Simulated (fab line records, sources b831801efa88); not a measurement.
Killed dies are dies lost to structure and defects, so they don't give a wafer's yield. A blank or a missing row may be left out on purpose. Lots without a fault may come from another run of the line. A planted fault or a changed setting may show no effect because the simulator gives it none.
Which tool did it? | flow sky130 | 15 lots, 45 wafers sampled, at 5 steps of a route of 708

WHAT THE GAUGES READ, wafer by wafer
SKY_VT_ADJUST_HVTR_OVL_MEAS_08. Usual: VT_ADJUST_HVTR_OVL -0.6 nm, standard deviation 1.5.
lot  | measured     | on         | VT_ADJUST_HVTR_OVL (nm) | flag
L840 | day 10 07:43 | overlay-02 | -2.0 -2.0 -1.4          |
L839 | day 10 09:02 | overlay-01 | 0.0 0.4 0.1             |
L842 | day 10 11:05 | overlay-02 | 0.5 0.7 -0.3            |
L844 | day 11 06:01 | overlay-02 | -0.6 0.3 0.9            |
L846 | day 11 16:23 | overlay-01 | -3.0 0.6 -1.8           |
L847 | day 12 00:47 | overlay-01 | -0.8 -2.3 -1.2          |
L849 | day 12 11:47 | overlay-02 | -0.2 -0.6 0.3           |
L848 | day 12 12:26 | overlay-02 | 1.9 3.0 2.4             |
L850 | day 12 21:50 | overlay-01 | -1.4 -0.1 -0.2          |
L851 | day 13 04:06 | overlay-01 | -3.3 -3.5 -3.4          |
L852 | day 13 14:40 | overlay-01 | -4.7 -3.4 -5.0          |
L853 | day 13 16:59 | overlay-01 | -1.6 0.5 -0.4           |
L855 | day 14 13:37 | overlay-01 | 0.8 -2.0 0.7            |
L856 | day 14 17:58 | overlay-01 | 1.1 -0.9 -0.8           |
L857 | day 14 19:16 | overlay-01 | -0.5 -1.8 -0.1          |

SKY_SONOS_ONO_OVL_MEAS_14. Usual: SONOS_ONO_OVL 1.0 nm, standard deviation 1.5.
lot  | measured     | on         | SONOS_ONO_OVL (nm) | flag
L840 | day 13 14:59 | overlay-01 | 1.3 2.1 0.9        |
L839 | day 13 15:41 | overlay-01 | 2.0 3.7 2.4        |
L842 | day 13 17:34 | overlay-01 | 4.1 3.5 2.7        |
L844 | day 15 15:58 | overlay-01 | -1.0 0.0 -0.4      |
L846 | day 15 17:47 | overlay-01 | 0.5 -0.4 -1.3      |
L847 | day 15 18:05 | overlay-01 | 2.4 0.8 2.1        |
L849 | day 15 21:36 | overlay-01 | -0.4 -0.5 0.3      |
L848 | day 15 21:41 | overlay-02 | -0.9 0.7 1.0       |
L850 | day 16 05:10 | overlay-01 | 2.0 2.2 1.9        |
L851 | day 16 12:56 | overlay-01 | 2.1 2.1 0.7        |
L852 | day 16 23:02 | overlay-01 | 3.9 1.7 2.0        |
L853 | day 17 07:17 | overlay-01 | -1.1 0.4 0.4       |
L855 | day 18 08:19 | overlay-02 | -1.4 -2.3 -2.5     |
L856 | day 18 14:47 | overlay-01 | 2.4 1.0 0.2        |
L857 | day 18 15:05 | overlay-01 | 1.6 0.1 2.3        |

SKY_POLY_GATE_THK_MEAS_01. Usual: POLY_GATE_CVD_00_THK 179.3 nm, standard deviation 1.4.
lot  | measured     | on            | POLY_GATE_CVD_00_THK (nm)           | flag
L840 | day 14 20:03 | film_metro-03 | 178.1 176.9 179.1                   |
L839 | day 14 22:28 | film_metro-02 | 179.6 180.4 180.9                   |
L842 | day 14 22:29 | film_metro-03 | 178.6 180.1 179.1                   |
L844 | day 17 01:48 | film_metro-02 | 178.2 180.0 179.8                   |
L846 | day 17 04:42 | film_metro-02 | 179.7 181.6 180.6                   |
L847 | day 17 04:42 | film_metro-04 | 178.8 177.7 179.3                   |
L849 | day 17 14:41 | film_metro-03 | 181.2 179.8 181.0                   |
L848 | day 17 14:41 | film_metro-04 | 181.4 180.7 181.1                   |
L850 | day 17 22:56 | film_metro-03 | 178.4 179.3 179.4                   |
L851 | day 18 02:01 | film_metro-03 | 179.8 180.1 179.3                   |
L852 | day 18 10:10 | film_metro-02 | 175.6 176.2 178.0                   |
L853 | day 18 22:57 | film_metro-04 | 179.0 179.9 178.5                   |
L855 | day 19 22:59 | film_metro-03 | 192.8 191.8 192.8 192.7 191.8 192.5 | OFF
L856 | day 20 02:44 | film_metro-04 | 193.9 192.5 193.1 193.8 192.5 192.9 | OFF
L857 | day 20 03:56 | film_metro-04 | 191.0 189.9 190.1 190.9 189.8 190.2 | OFF

WHICH TOOL RAN EACH LOT (tool, then ch and the chambers of the sampled wafers, then the start)
lot  | SKY_GATE_OXIDE_STRIP_13              | SKY_POLY_GATE_CVD_00
L840 | plasma_asher-01 ch 0,1, day 14 17:06 | lpcvd-01 ch 0, day 14 18:51
L839 | plasma_asher-02 ch 0,1, day 14 17:35 | lpcvd-01 ch 1, day 14 21:15
L842 | plasma_asher-01 ch 0,1, day 14 17:53 | lpcvd-01 ch 0, day 14 21:15
L844 | plasma_asher-01 ch 0,1, day 16 21:54 | lpcvd-01 ch 0, day 17 00:34
L846 | plasma_asher-02 ch 0,1, day 17 00:05 | lpcvd-01 ch 1, day 17 03:30
L847 | plasma_asher-01 ch 0,1, day 17 00:23 | lpcvd-01 ch 1, day 17 03:30
L849 | plasma_asher-04 ch 0,1, day 17 06:35 | lpcvd-01 ch 1, day 17 13:28
L848 | plasma_asher-01 ch 0,1, day 17 06:29 | lpcvd-01 ch 0, day 17 13:28
L850 | plasma_asher-02 ch 0,1, day 17 12:35 | lpcvd-01 ch 1, day 17 21:44
L851 | plasma_asher-02 ch 0,1, day 17 20:38 | lpcvd-01 ch 1, day 18 00:47
L852 | plasma_asher-02 ch 0, day 18 06:10   | lpcvd-01 ch 1, day 18 08:57
L853 | plasma_asher-01 ch 0, day 18 19:59   | lpcvd-01 ch 1, day 18 21:44
L855 | plasma_asher-04 ch 0,1, day 19 19:16 | lpcvd-01 ch 0, day 19 21:47
L856 | plasma_asher-04 ch 0,1, day 19 23:15 | lpcvd-01 ch 0, day 20 01:32
L857 | plasma_asher-04 ch 0,1, day 20 00:25 | lpcvd-01 ch 1, day 20 02:44
- SKY_GATE_OXIDE_STRIP_13: strips in O2/N2.
- SKY_POLY_GATE_CVD_00: deposits poly-Si, target thk 180 nm, time 720 s.

WHAT THE TOOLS THEMSELVES READ (means of the sampled wafers that have a number; where no wafer has one, the mark that the record gives instead)
SKY_GATE_OXIDE_STRIP_13. Usual: drypump_motor_current_A 5.91 A, standard deviation 0.27; oes_product_au 0.716 a.u., standard deviation 0.0046; strip_time_to_endpoint_s 14.19 s, standard deviation 0.04.
lot  | tool            | drypump_motor_current_A (A) | oes_product_au (a.u.) | strip_time_to_endpoint_s (s) | flag
L840 | plasma_asher-01 | 6.06                        | 0.720                 | 14.22                        |
L839 | plasma_asher-02 | 5.68                        | 0.715                 | 14.20                        |
L842 | plasma_asher-01 | 6.16                        | 0.716                 | 14.22                        |
L844 | plasma_asher-01 | 6.20                        | 0.718                 | 14.19                        |
L846 | plasma_asher-02 | 5.76                        | 0.714                 | 14.18                        |
L847 | plasma_asher-01 | 6.18                        | 0.711                 | 14.16                        |
L849 | plasma_asher-04 | 6.00                        | 0.716                 | 14.17                        |
L848 | plasma_asher-01 | 6.07                        | 0.714                 | 14.23                        |
L850 | plasma_asher-02 | 5.66                        | 0.718                 | 14.17                        |
L851 | plasma_asher-02 | 5.67                        | 0.712                 | 14.17                        |
L852 | plasma_asher-02 | 5.63                        | 0.715                 | 14.21                        |
L853 | plasma_asher-01 | 6.01                        | 0.719                 | 14.15                        |
L855 | plasma_asher-04 | 5.99                        | 0.718                 | 14.25                        |
L856 | plasma_asher-04 | 5.78                        | 0.711                 | 14.21                        |
L857 | plasma_asher-04 | 5.79                        | 0.713                 | 14.25                        |

SKY_POLY_GATE_CVD_00. Usual: spike_tc_top_C 641.0 C, standard deviation 1.6.
lot  | tool     | spike_tc_top_C (C) | flag
L840 | lpcvd-01 | 642.9              |
L839 | lpcvd-01 | 640.7              |
L842 | lpcvd-01 | 642.4              |
L844 | lpcvd-01 | 642.7              |
L846 | lpcvd-01 | 639.2              |
L847 | lpcvd-01 | 639.8              |
L849 | lpcvd-01 | 640.7              |
L848 | lpcvd-01 | 642.9              |
L850 | lpcvd-01 | 639.3              |
L851 | lpcvd-01 | 639.9              |
L852 | lpcvd-01 | 640.1              |
L853 | lpcvd-01 | 639.5              |
L855 | lpcvd-01 | 643.5              |
L856 | lpcvd-01 | 643.3              |
L857 | lpcvd-01 | 640.1              |

THE ANSWER, worked out from the rows above alone
Rule: a lot is off if the mean of its wafers that have a number lies more than 3 standard deviations from the usual mean. A lot without any number at a reading at which 4 lots or more have one is off too. The other lots that the step has rows for count as sound. The gauges are gone through in route order, then the tools' own readings, and for those a lot's mean is taken as printed above. The first step at which some lot is off is used, and at that step the reading that is off furthest; a lot without a number counts as furthest.
Off: L855, L856, L857, at SKY_POLY_GATE_THK_MEAS_01 (POLY_GATE_CVD_00_THK).
A tool fits if, at a process step before that reading, it ran every lot that is off, and no sound lot after the first of them. The gauges at SKY_POLY_GATE_THK_MEAS_01 are tried like those tools. Can't be told from this: 2 tools fit, plasma_asher-04 at SKY_GATE_OXIDE_STRIP_13, lpcvd-01 at SKY_POLY_GATE_CVD_00.

WHAT THE SIMULATOR HAD PUT IN
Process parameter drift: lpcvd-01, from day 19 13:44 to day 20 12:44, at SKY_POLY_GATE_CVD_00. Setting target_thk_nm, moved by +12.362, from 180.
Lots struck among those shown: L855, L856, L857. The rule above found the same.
